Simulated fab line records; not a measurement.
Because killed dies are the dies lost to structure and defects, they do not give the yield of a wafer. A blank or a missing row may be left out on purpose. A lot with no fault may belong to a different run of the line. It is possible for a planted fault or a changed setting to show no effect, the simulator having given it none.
One fault seen from 2 desks :: flow gf180mcu :: each desk holds nothing but its own numbers, with what lay behind them at the end

== METROLOGY DESK ==
Lot by lot, what the gauges showed, no matter which tool ran the lot: averages of those sampled wafers that carry a number. Marked OUT: a lot whose mean sits more than 4 standard deviations from the usual mean, which makes it out of limits; the brackets give that distance.
Columns: A = V5_W_RS at GF_V5_RS_MEAS_24, usual 0.328 ohm/sq; B = V5_W_THK at GF_V5_THK_MEAS_25, usual 347 nm; C = TOP_METAL_ALCU_RS at GF_TOP_METAL_RS_MEAS_05, usual 0.0326 ohm/sq; D = TOP_METAL_ALCU_THK at GF_TOP_METAL_THK_MEAS_06, usual 922 nm; E = cd_nm at GF_TOP_METAL_CD_MEAS_14, usual 440.3 nm; F = TOP_METAL_OVL at GF_TOP_METAL_OVL_MEAS_15, usual 0.3 nm
lot: L260
first seen here: day 28 01:53
A: 0.329
B: 347
C: 0.0323
D: 922
E: 438.1
F: -0.7

lot: L264
first seen here: day 29 12:14
A: 0.330
B: 346
C: 0.0327
D: 922
E: 443.1
F: -0.1

lot: L274
first seen here: day 32 11:26
A: 0.334
B: 338
C: 0.0330
D: 907
E: 441.3
F: 1.3

lot: L273
first seen here: day 32 14:04
A: 0.321
B: 355
C: 0.0323
D: 923
E: 444.7
F: 0.1

lot: L277
first seen here: day 33 00:27
A: 0.330
B: 346
C: 0.0321
D: 932
E: 443.4
F: 2.1

lot: L279
first seen here: day 33 09:43
A: 0.323
B: 351
C: 0.0326
D: 922
E: 438.6
F: 1.0
This desk's finding: nothing out of limits on any of the 6 lots.

== DESK OF THE TOOL OWNER: pvd_sputter-03 ==
The tool's own readings at GF_TOP_METAL_SPUTTER_04 (material TiN, target thk 25 nm, time 20.8 s): means of the sampled wafers that have a number, for each lot that ran on this tool. Marked OUT: a lot whose mean sits more than 4 standard deviations from the usual mean, which makes it out of limits; the brackets give that distance.
Columns: A = throttle_valve_pct at GF_TOP_METAL_SPUTTER_04, usual 29.5 %
lot: L264
first seen here: day 29 12:52
A: 29.1

lot: L274
first seen here: day 32 12:06
A: 29.0

lot: L277
first seen here: day 33 01:17
A: 29.1
This desk's finding: nothing out of limits on any of the 3 lots.

== ALL TOGETHER ==
At the metrology desk, nothing out of limits was observed.
The tool owner's desk saw nothing out of limits.

== WHAT THE SIMULATOR HAD PUT IN ==
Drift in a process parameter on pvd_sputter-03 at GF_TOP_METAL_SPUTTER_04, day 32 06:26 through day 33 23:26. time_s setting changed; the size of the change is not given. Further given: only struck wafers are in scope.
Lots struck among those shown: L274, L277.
